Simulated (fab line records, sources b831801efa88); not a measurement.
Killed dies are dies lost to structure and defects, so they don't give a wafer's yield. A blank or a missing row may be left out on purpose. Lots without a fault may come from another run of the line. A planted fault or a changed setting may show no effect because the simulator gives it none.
fab line records | flow sky130
record lots=24 wafers=72 last_day=50
route steps=708 shown LDD_HVP@288 VIA2@528 METAL3@563 VIA3@575 CAP2M@605
lots that met no fault: from a run of the same line without faults
start_h: hours from the record's first day to the start of the lot's first wafer shown | wait_h: hours since the lot's step before | " the same as in the row above | L1.1+2: a row that stands for several wafers | - no value, or no start given | * or withheld: withheld | < > ~ a bound
route shown NAME@n: a module of which the file shows steps, and the number in the route of the first | usual: mean/standard deviation of fault-free wafers | same: alike in all rows | chamber/n: place in a boat | sites: the reading at each site | _std_site: their standard deviation | _edge_site: outer sites' mean less inner sites' | radius_mm: how far each site lies from the wafer's centre | mask NAME#n: copy n | behind: the tool/chamber that last shaped the wafer | hold: why the lot was held/for how many hours/how that ended | device: the transistor (n, p or np) that didn't switch | end of line: the same wafers' tests at the end of the route | a step without rows: its recipe alone | killed: dies lost to structure and defects at the first sort, not the wafer's yield | map: a wafer's dies, x killed, . not, _ none there
set.NAME: the setting as run; set.NAME@STEP: as run at that earlier step | model.NAME: the simulator's own value behind a step, which no gauge read
steps of the route over a sample of lots; a table a step, a row a wafer
services: from which hour (start_h, from the record's first day; less than 0 if before it) a tool's chamber was out of use, for how many hours, and why
## steps
# step SKY_LDD_HVP_TW_MEAS_10
# usual LDD_HVP_TW=461.0/2
# columns lot.wafer tool chamber start_h wait_h LDD_HVP_TW
L074.3 film_metro-03 - 503.89 0.1 459.2
L074.4 " - " " 460.5
L074.6 " - " " 457.2
L076.3 film_metro-01 - 516.64 0.1 463.0
L076.4 " - " " 464.6
L076.6 " - " " 466.2
L077.1 film_metro-02 - 520.92 0.1 457.0
L077.4 " - " " 459.6
L077.5 " - " " 458.9
L075.1 film_metro-03 - 521.07 0.1 461.5
L075.2 " - " " 461.6
L075.4 " - " " 461.6
L078.2 film_metro-02 - 521.48 0.1 456.8
L078.5 " - " " 458.0
L078.6 " - " " 455.8
L079.1 film_metro-02 - 542.37 0.1 462.5
L079.2 " - " " 459.0
L079.6 " - " " 460.9
L080.3 film_metro-02 - 551.74 0.1 463.7
L080.4 " - " " 462.8
L080.6 " - " " 459.2
L081.1 film_metro-03 - 551.77 0.1 460.1
L081.3 " - " " 459.2
L081.5 " - " " 457.5
L082.1 film_metro-01 - 564.07 0.1 462.9
L082.3 " - " " 462.3
L082.5 " - " " 464.0
L083.1 film_metro-01 - 566.82 0.1 463.7
L083.3 " - " " 461.3
L083.5 " - " " 464.2
L084.1 film_metro-02 - 575.52 0.1 459.3
L084.2 " - " " 460.0
L084.6 " - " " 459.7
L085.2 film_metro-01 - 583.18 0.1 461.1
L085.3 " - " " 459.6
L085.5 " - " " 460.0
L086.1 film_metro-01 - 591.42 0.1 458.7
L086.5 " - " " 461.9
L086.6 " - " " 462.0
L087.3 film_metro-02 - 597.14 0.1 457.7
L087.4 " - " " 456.5
L087.6 " - " " 456.1
L088.1 film_metro-03 - 603.37 0.1 462.2
L088.4 " - " " 461.2
L088.6 " - " " 461.4
L089.1 film_metro-03 - 620.27 0.1 460.8
L089.5 " - " " 462.5
L089.6 " - " " 460.2
L090.1 film_metro-01 - 625.67 0.1 461.5
L090.3 " - " " 461.0
L090.6 " - " " 463.4
L091.3 film_metro-01 - 636.09 0.1 461.1
L091.4 " - " " 462.9
L091.6 " - " " 459.8
L092.1 film_metro-02 - 643.87 0.1 462.4
L092.4 " - " " 465.1
L092.5 " - " " 460.8
L093.2 film_metro-03 - 646.83 0.1 458.4
L093.5 " - " " 460.3
L093.6 " - " " 457.6
L094.1 film_metro-01 - 668.42 0.1 460.3
L094.2 " - " " 461.8
L094.6 " - " " 461.6
L095.1 film_metro-01 - 686.47 0.1 461.2
L095.4 " - " " 465.5
L095.6 " - " " 461.9
L096.2 film_metro-02 - 688.48 0.1 463.2
L096.5 " - " " 461.6
L096.6 " - " " 461.9
L097.3 film_metro-01 - 688.79 0.1 464.8
L097.5 " - " " 462.2
L097.6 " - " " 460.0
# step SKY_VIA2_CVD_21
# recipe material=W target_thk_nm=420 time_s=126.4 temp_c=400 pressure_torr=40
# usual chamber_pressure_Torr=39.99/0.089 heater_power_outer_w=537/82 heater_power_w=839/110
# columns lot.wafer tool chamber start_h wait_h chamber_pressure_Torr heater_power_outer_w heater_power_w
L074.3 cvd_w-01 0 852.13 0.1 39.95 492 804
L074.4 " 1 " " 40.09 427 679
L074.6 " 0 " " 39.96 511 833
L076.3 cvd_w-02 1 864.69 0.1 39.88 604 920
L076.4 " 0 " " 40.03 610 924
L076.6 " 1 " " 39.85 608 909
L077.1 cvd_w-01 1 864.81 0.0 39.86 424 676
L077.4 " 1 " " 40.05 423 670
L077.5 " 1 " " 39.96 424 664
L075.1 cvd_w-02 1 869.10 0.0 39.92 583 917
L075.2 " 0 " " 39.94 614 951
L075.4 " 0 " " 40.00 626 945
L078.2 cvd_w-02 0 869.80 0.0 39.94 604 930
L078.5 " 1 " " 40.03 604 933
L078.6 " 0 " " 40.04 603 919
L079.1 cvd_w-01 1 887.75 0.0 40.21 418 670
L079.2 " 0 " " 40.04 489 827
L079.6 " 1 " " 39.98 432 662
L080.3 cvd_w-01 1 895.88 0.1 39.91 429 677
L080.4 " 0 " " 40.00 485 828
L080.6 " 0 " " 39.99 504 817
L081.1 cvd_w-02 1 898.14 0.0 40.04 603 935
L081.3 " 0 " " 40.00 608 939
L081.5 " 0 " " 40.13 619 930
L082.1 cvd_w-02 0 903.16 0.0 39.91 630 934
L082.3 " 0 " " 40.01 622 946
L082.5 " 1 " " 39.97 610 944
L083.1 cvd_w-02 1 907.06 0.0 39.90 595 949
L083.3 " 0 " " 40.03 613 923
L083.5 " 1 " " 39.86 620 929
L084.1 cvd_w-02 0 913.45 0.0 39.87 609 924
L084.2 " 1 " " 39.86 617 929
L084.6 " 0 " " 39.99 622 906
L085.2 cvd_w-01 0 920.10 0.0 39.99 473 781
L085.3 " 0 " " 39.98 457 781
L085.5 " 0 " " 39.97 456 750
L086.1 cvd_w-02 0 929.52 0.0 39.93 600 932
L086.5 " 1 " " 40.06 605 930
L086.6 " 0 " " 39.95 616 932
L087.3 cvd_w-02 0 932.20 0.1 40.06 600 904
L087.4 " 1 " " 39.92 618 931
L087.6 " 0 " " 39.98 610 922
L088.1 cvd_w-02 1 936.77 0.0 40.05 613 937
L088.4 " 1 " " 40.03 606 954
L088.6 " 0 " " 39.94 613 943
L089.1 cvd_w-01 0 952.05 0.0 40.07 468 784
L089.5 " 1 " " 39.82 431 679
L089.6 " 0 " " 40.03 475 779
L090.1 cvd_w-01 0 954.36 0.0 40.00 469 773
L090.3 " 0 " " 39.77 462 755
L090.6 " 1 " " 39.94 427 649
L091.3 cvd_w-02 0 964.48 0.1 40.02 617 940
L091.4 " 1 " " 40.15 612 925
L091.6 " 0 " " 39.90 591 939
L092.1 cvd_w-02 1 971.05 0.0 39.88 593 940
L092.4 " 1 " " 39.92 614 928
L092.5 " 0 " " 39.81 611 925
L093.2 cvd_w-01 1 976.04 0.0 40.12 434 661
L093.5 " 1 " " 39.85 425 662
L093.6 " 0 " " 40.00 456 777
L094.1 cvd_w-01 0 991.84 0.0 40.02 451 780
L094.2 " 1 " " 40.07 423 663
L094.6 " 1 " " 39.95 419 681
L095.1 cvd_w-01 1 1007.70 0.0 40.07 428 665
L095.4 " 1 " " 40.07 423 668
L095.6 " 1 " " 40.05 444 682
L097.3 cvd_w-02 0 1008.50 0.1 39.94 617 940
L097.5 " 0 " " 39.95 618 928
L097.6 " 0 " " 39.90 616 950
L096.2 cvd_w-01 1 1009.33 0.0 40.01 420 683
L096.5 " 1 " " 40.06 420 687
L096.6 " 0 " " 39.99 445 758
# step SKY_METAL3_CD_MEAS_13
# recipe target_cd_nm=300
# usual cd_nm=300.2/1.6
# columns lot.wafer tool chamber start_h wait_h cd_nm
L074.3 cd_sem-01 - 904.88 - 300.4
L074.4 " - " " 298.5
L074.6 " - " " 300.4
L076.3 cd_sem-02 - 915.03 - 301.3
L076.4 " - " " 301.9
L076.6 " - " " 301.9
L077.1 cd_sem-02 - 917.18 - 299.8
L077.4 " - " " 300.3
L077.5 " - " " 300.9
L075.1 cd_sem-02 - 920.14 - 300.6
L075.2 " - " " 298.8
L075.4 " - " " 300.6
L078.2 cd_sem-02 - 921.19 - 300.0
L078.5 " - " " 299.7
L078.6 " - " " 300.2
L079.1 cd_sem-02 - 938.33 - 300.0
L079.2 " - " " 299.0
L079.6 " - " " 300.5
L080.3 cd_sem-02 - 945.92 - 300.9
L080.4 " - " " 302.0
L080.6 " - " " 301.5
L081.1 cd_sem-01 - 948.29 - 298.1
L081.3 " - " " 297.8
L081.5 " - " " 300.0
L082.1 cd_sem-01 - 953.09 - 298.0
L082.3 " - " " 298.0
L082.5 " - " " 298.7
L083.1 cd_sem-02 - 956.24 - 300.8
L083.3 " - " " 299.6
L083.5 " - " " 300.4
L084.1 cd_sem-01 - 963.78 - 301.0
L084.2 " - " " 301.4
L084.6 " - " " 300.2
L085.2 cd_sem-01 - 970.51 - 299.8
L085.3 " - " " 298.5
L085.5 " - " " 300.3
L086.1 cd_sem-02 - 979.08 - 297.9
L086.5 " - " " 297.3
L086.6 " - " " 297.7
L087.3 cd_sem-02 - 981.13 - 300.3
L087.4 " - " " 299.6
L087.6 " - " " 299.2
L088.1 cd_sem-02 - 985.63 - 299.8
L088.4 " - " " 300.4
L088.6 " - " " 300.2
L089.1 cd_sem-01 - 1001.49 - 301.0
L089.5 " - " " 300.8
L089.6 " - " " 301.8
L090.1 cd_sem-01 - 1003.89 - 302.1
L090.3 " - " " 300.7
L090.6 " - " " 301.8
L091.3 cd_sem-02 - 1012.23 - 298.6
L091.4 " - " " 298.9
L091.6 " - " " 298.2
L092.1 cd_sem-02 - 1018.33 - 298.0
L092.4 " - " " 299.0
L092.5 " - " " 296.9
L093.2 cd_sem-02 - 1023.50 - 304.5
L093.5 " - " " 304.5
L093.6 " - " " 302.6
L094.1 cd_sem-01 - 1038.63 - 300.3
L094.2 " - " " 300.1
L094.6 " - " " 302.1
L095.1 cd_sem-02 - 1054.39 - 301.1
L095.4 " - " " 302.6
L095.6 " - " " 302.8
L097.3 cd_sem-02 - 1054.72 - 298.9
L097.5 " - " " 297.9
L097.6 " - " " 299.4
L096.2 cd_sem-01 - 1055.05 - 301.9
L096.5 " - " " 302.2
L096.6 " - " " 301.1
# step SKY_METAL3_ETCH_16
# recipe chemistry=N2/H2 target=BARC ion_energy_ev=200 bias_w=100 pressure_mtorr=30 n2_flow_sccm=100 h2_flow_sccm=200 icp_w=500 stop_on=SiO2 time_s=88.2 target_depth_a=600
# usual chamber_pressure_mTorr=29.999/0.026 drypump_motor_current_A=5.59/0.2 oes_product_au=0.626/0.0042 throttle_valve_pct=13.205/0.0095
# columns lot.wafer tool chamber start_h wait_h chamber_pressure_mTorr drypump_motor_current_A oes_product_au rf_hours_counter_h throttle_valve_pct
L074.3 rie_metal-01 1 905.06 0.0 29.971 5.79 0.630 - 13.191
L074.4 " 0 " " 29.946 5.19 0.618 - 13.193
L074.6 " 1 " " 29.982 5.78 0.628 - 13.202
L076.3 rie_metal-04 0 915.21 0.0 30.011 5.64 0.621 - 13.219
L076.4 " 1 " " 30.027 5.48 0.628 - 13.210
L076.6 " 0 " " 30.004 5.64 0.625 - 13.192
L077.1 rie_metal-01 0 917.36 0.0 29.986 5.21 0.622 13 13.210
L077.4 " 0 " " 30.052 5.20 0.623 - 13.212
L077.5 " 0 " " 29.975 5.20 0.628 - 13.195
L075.1 rie_metal-03 1 920.33 0.0 30.020 5.77 0.630 10 13.209
L075.2 " 0 " " 29.979 5.65 0.628 13 13.207
L075.4 " 0 " " 29.986 5.64 0.621 - 13.188
L078.2 rie_metal-01 0 921.36 0.0 29.972 5.20 0.632 13 13.196
L078.5 " 1 " " 29.988 5.81 0.623 - 13.206
L078.6 " 0 " " 30.004 5.18 0.627 - 13.213
L079.1 rie_metal-01 0 938.51 0.0 29.988 5.22 0.626 13 13.206
L079.2 " 1 " " 29.987 5.78 0.617 10 13.224
L079.6 " 1 " " 30.025 5.76 0.633 - 13.212
L080.3 rie_metal-01 0 946.10 0.0 29.992 5.21 0.624 - 13.199
L080.4 " 1 " " 29.965 5.80 0.629 - 13.207
L080.6 " 1 " " 30.016 5.79 0.625 - 13.227
L081.1 rie_metal-03 0 948.48 0.0 30.046 5.65 0.619 15 13.203
L081.3 " 0 " " 29.985 5.65 0.627 - 13.193
L081.5 " 0 " " 29.990 5.65 0.626 - 13.216
L082.1 rie_metal-03 1 953.31 0.0 30.013 5.72 0.623 12 13.212
L082.3 " 0 " " 29.997 5.66 0.624 - 13.205
L082.5 " 0 " " 29.964 5.66 0.623 - 13.206
L083.1 rie_metal-03 1 956.43 0.0 29.996 5.75 0.626 12 13.193
L083.3 " 0 " " 30.019 5.64 0.624 - 13.212
L083.5 " 1 " " 29.936 5.78 0.628 - 13.216
L084.1 rie_metal-04 0 963.96 0.0 30.062 5.64 0.617 18 13.219
L084.2 " 1 " " 30.005 5.51 0.632 2 13.188
L084.6 " 0 " " 30.012 5.62 0.627 - 13.206
L085.2 rie_metal-01 0 970.67 0.0 30.008 5.23 0.618 15 13.178
L085.3 " 0 " " 29.989 5.20 0.619 - 13.203
L085.5 " 1 " " 30.029 5.79 0.631 - 13.213
L086.1 rie_metal-03 1 979.26 0.0 30.036 5.74 0.622 13 13.216
L086.5 " 0 " " 30.018 5.63 0.625 - 13.199
L086.6 " 1 " " 29.983 5.73 0.623 - 13.213
L087.3 rie_metal-01 1 981.31 0.0 30.020 5.82 0.622 - 13.216
L087.4 " 0 " " 30.013 5.18 0.626 - 13.197
L087.6 " 0 " " 30.018 5.21 0.630 - 13.208
L088.1 rie_metal-03 0 985.81 0.0 30.015 5.67 0.626 17 13.205
L088.4 " 1 " " 30.026 5.72 0.632 - 13.211
L088.6 " 0 " " 30.020 5.67 0.623 - 13.212
L089.1 rie_metal-04 0 1001.68 0.0 30.009 5.66 0.629 21 13.205
L089.5 " 0 " " 30.027 5.64 0.617 - 13.206
L089.6 " 1 " " 30.060 5.49 0.631 - 13.197
L090.1 rie_metal-03 0 1004.08 0.0 30.009 5.64 0.627 18 13.208
L090.3 " 0 " " 29.984 5.65 0.627 - 13.193
L090.6 " 1 " " 30.000 5.82 0.623 - 13.200
L091.3 rie_metal-03 0 1012.41 0.0 30.006 5.66 0.627 - 13.200
L091.4 " 1 " " 30.005 5.72 0.624 - 13.210
L091.6 " 0 " " 29.950 5.64 0.621 - 13.208
L092.1 rie_metal-04 1 1018.54 0.1 30.036 5.51 0.627 6 13.201
L092.4 " 1 " " 29.991 5.50 0.626 - 13.200
L092.5 " 1 " " 29.991 5.50 0.623 - 13.220
L093.2 rie_metal-03 1 1023.66 0.0 29.968 5.71 0.623 16 13.189
L093.5 " 0 " " 30.001 5.64 0.629 - 13.184
L093.6 " 1 " " 29.958 5.77 0.620 - 13.218
L094.1 rie_metal-01 0 1038.81 0.0 29.987 5.20 0.626 18 13.213
L094.2 " 1 " " 30.006 5.77 0.633 15 13.190
L094.6 " 0 " " 30.029 5.21 0.624 - 13.191
L095.1 rie_metal-04 0 1054.58 0.0 30.015 5.64 0.624 1 13.195
L095.4 " 1 " " 30.045 5.52 0.636 - 13.210
L095.6 " 1 " " 29.984 5.52 0.623 - 13.195
L097.3 rie_metal-01 0 1054.90 0.0 29.981 5.23 0.623 - 13.208
L097.5 " 1 " " 29.999 5.78 0.622 - 13.207
L097.6 " 0 " " 30.004 5.24 0.623 - 13.223
L096.2 rie_metal-03 1 1055.21 0.0 30.031 5.72 0.619 18 13.198
L096.5 " 1 " " 30.033 5.75 0.629 - 13.202
L096.6 " 0 " " 30.002 5.67 0.622 - 13.211
# step SKY_VIA3_CMP_02
# recipe material=SiO2 down_force_psi=4 platen_rpm=60 pad_velocity_m_s=0.94248
# usual motor_current_A=12.2/0.86
# columns lot.wafer tool chamber start_h wait_h motor_current_A
L074.3 cmp-01 2 906.20 0.1 11.2
L074.4 " 3 " " 12.7
L074.6 " 1 " " 13.5
L076.3 cmp-02 1 916.29 0.0 11.8
L076.4 " 3 " " 11.7
L076.6 " 2 " " 13.9
L077.4 cmp-02 2 918.48 0.0 13.4
L077.1 " 0 " " 12.0
L077.5 " 3 " " 11.8
L075.4 cmp-02 1 921.62 0.0 11.7
L075.2 " 3 " " 11.8
L075.1 " 0 " " 12.2
L078.2 cmp-02 3 922.48 0.0 12.5
L078.5 " 3 " " 11.7
L078.6 " 0 " " 11.4
L079.2 cmp-01 1 939.63 0.0 13.1
L079.1 " 2 " " 11.3
L079.6 " 2 " " 11.5
L080.3 cmp-01 2 947.18 0.0 11.6
L080.4 " 3 " " 12.3
L080.6 " 2 " " 11.4
L081.3 cmp-01 1 949.91 0.4 12.9
L081.1 " 3 " " 11.9
L081.5 " 0 " " 11.3
L082.3 cmp-01 2 954.55 0.1 11.4
L082.1 " 3 " " 12.4
L082.5 " 2 " " 11.4
L083.1 cmp-01 3 957.59 0.1 12.1
L083.3 " 1 " " 13.8
L083.5 " 3 " " 11.6
L084.2 cmp-02 1 965.16 0.0 11.7
L084.1 " 0 " " 12.6
L084.6 " 2 " " 12.7
L085.2 cmp-01 3 971.80 0.0 12.0
L085.3 " 1 " " 12.6
L085.5 " 3 " " 12.2
L086.1 cmp-01 3 980.38 0.1 12.0
L086.6 " 3 " " 12.5
L086.5 " 0 " " 12.0
L087.3 cmp-02 3 982.45 0.1 11.9
L087.4 " 1 " " 11.9
L087.6 " 2 " " 13.6
L088.1 cmp-02 1 987.01 0.1 11.8
L088.4 " 3 " " 11.8
L088.6 " 0 " " 11.9
L089.1 cmp-02 0 1002.94 0.2 12.2
L089.5 " 1 " " 11.9
L089.6 " 2 " " 13.3
L090.1 cmp-01 3 1005.41 0.1 12.6
L090.3 " 2 " " 10.8
L090.6 " 0 " " 11.3
L091.4 cmp-01 2 1013.62 0.1 11.7
L091.3 " 3 " " 12.4
L091.6 " 2 " " 10.7
L092.4 cmp-01 1 1019.86 0.1 13.4
L092.1 " 2 " " 10.8
L092.5 " 0 " " 11.4
L093.2 cmp-02 0 1025.02 0.0 11.8
L093.6 " 0 " " 12.3
L093.5 " 1 " " 12.0
L094.1 cmp-02 1 1039.98 0.1 12.1
L094.2 " 2 " " 14.1
L094.6 " 0 " " 11.1
L095.1 cmp-01 0 1056.19 0.5 11.6
L095.4 " 2 " " 11.2
L095.6 " 0 " " 11.1
L096.2 cmp-02 3 1056.80 0.5 12.1
L096.6 " 3 " " 11.9
L096.5 " 0 " " 11.9
L097.3 cmp-01 0 1056.89 0.9 11.4
L097.5 " 2 " " 11.0
L097.6 " 3 " " 12.5
# step SKY_CAP2M_SPUTTER_02
# recipe material=TiN target_thk_nm=200 temp_c=300 power_w=6500 time_s=166.7 chamber_pressure_pa=0.4
# usual throttle_valve_pct=29.9/1.1
# columns lot.wafer tool chamber start_h wait_h throttle_valve_pct
L074.3 pvd_sputter-02 - 932.67 0.0 29.1
L074.4 " - " " 28.6
L074.6 " - " " 29.1
L076.3 pvd_sputter-04 - 943.37 0.0 29.6
L076.4 " - " " 31.0
L076.6 " - " " 30.8
L077.1 pvd_sputter-02 - 945.83 0.1 29.0
L077.4 " - " " 29.4
L077.5 " - " " 29.0
L075.1 pvd_sputter-04 - 948.36 0.1 30.9
L075.2 " - " " 29.5
L075.4 " - " " 30.8
L078.2 pvd_sputter-02 - 949.08 0.0 28.5
L078.5 " - " " 31.3
L078.6 " - " " 28.7
L079.1 pvd_sputter-03 - 966.00 0.1 29.1
L079.2 " - " " 31.0
L079.6 " - " " 31.0
L080.3 pvd_sputter-02 - 973.19 0.0 28.6
L080.4 " - " " 28.7
L080.6 " - " " 29.3
L081.1 pvd_sputter-03 - 975.63 0.1 28.5
L081.3 " - " " 31.5
L081.5 " - " " 31.0
L082.1 pvd_sputter-02 - 980.12 0.1 29.1
L082.3 " - " " 28.9
L082.5 " - " " 29.3
L083.1 pvd_sputter-02 - 983.57 0.1 29.1
L083.3 " - " " 29.1
L083.5 " - " " 29.0
L084.1 pvd_sputter-04 - 990.93 0.1 29.5
L084.2 " - " " 30.9
L084.6 " - " " 30.9
L085.2 pvd_sputter-03 - 997.38 0.0 28.6
L085.3 " - " " 29.5
L085.5 " - " " 28.6
L086.1 pvd_sputter-04 - 1006.16 0.1 31.0
L086.5 " - " " 30.9
L086.6 " - " " 30.9
L087.3 pvd_sputter-03 - 1007.25 0.0 29.5
L087.4 " - " " 30.8
L087.6 " - " " 29.2
L088.1 pvd_sputter-02 - 1011.60 0.1 31.6
L088.4 " - " " 28.8
L088.6 " - " " 29.1
L089.1 pvd_sputter-03 - 1027.49 0.1 30.8
L089.5 " - " " 28.7
L089.6 " - " " 29.1
L090.1 pvd_sputter-03 - 1030.78 0.1 28.6
L090.3 " - " " 29.7
L090.6 " - " " 28.5
L091.3 pvd_sputter-03 - 1039.23 0.0 30.8
L091.4 " - " " 29.2
L091.6 " - " " 31.1
L092.1 pvd_sputter-03 - 1043.99 0.1 31.1
L092.4 " - " " 29.5
L092.5 " - " " 31.0
L093.2 pvd_sputter-03 - 1048.81 0.0 30.9
L093.5 " - " " 29.4
L093.6 " - " " 28.4
L094.1 pvd_sputter-03 - 1063.54 0.1 29.2
L094.2 " - " " 28.7
L094.6 " - " " 28.8
L095.1 pvd_sputter-03 - 1079.91 0.1 28.8
L095.4 " - " " 31.4
L095.6 " - " " 28.5
L097.3 pvd_sputter-03 - 1080.39 0.0 30.9
L097.5 " - " " 31.0
L097.6 " - " " 31.0
L096.2 pvd_sputter-02 - 1080.74 0.0 28.8
L096.5 " - " " 29.3
L096.6 " - " " 29.1
## services
# columns tool chamber start_h hours kind
cmp-02 - 830.64 2.1 repair
cmp-01 - 835.15 3.0 repair
rie_metal-01 0 841.92 1.0 repair
cvd_w-02 0 846.37 2.7 repair
cmp-02 - 852.74 4.4 repair
pvd_sputter-03 - 862.52 24.1 repair
cvd_w-02 - 866.91 0.3 repair
rie_metal-03 - 886.91 5.7 repair
cvd_w-01 - 904.00 14.0 pm
cvd_w-01 - 908.54 2.8 repair
pvd_sputter-02 - 911.20 1.0 repair
cmp-02 - 912.04 4.0 pm
cvd_w-02 - 918.00 2.8 pm
cmp-01 - 922.99 6.4 pm
rie_metal-03 1 926.56 4.8 repair
pvd_sputter-03 - 937.20 3.6 repair
cvd_w-02 - 939.76 1.5 repair
cmp-02 - 948.74 3.8 repair
cvd_w-02 0 1001.23 4.4 repair
cvd_w-02 1 1006.78 12.1 repair
cmp-02 - 1006.80 1.9 repair
cmp-02 - 1026.53 3.7 pm
cmp-01 - 1047.20 5.8 pm
cmp-02 - 1055.07 1.7 repair
## key
fault none
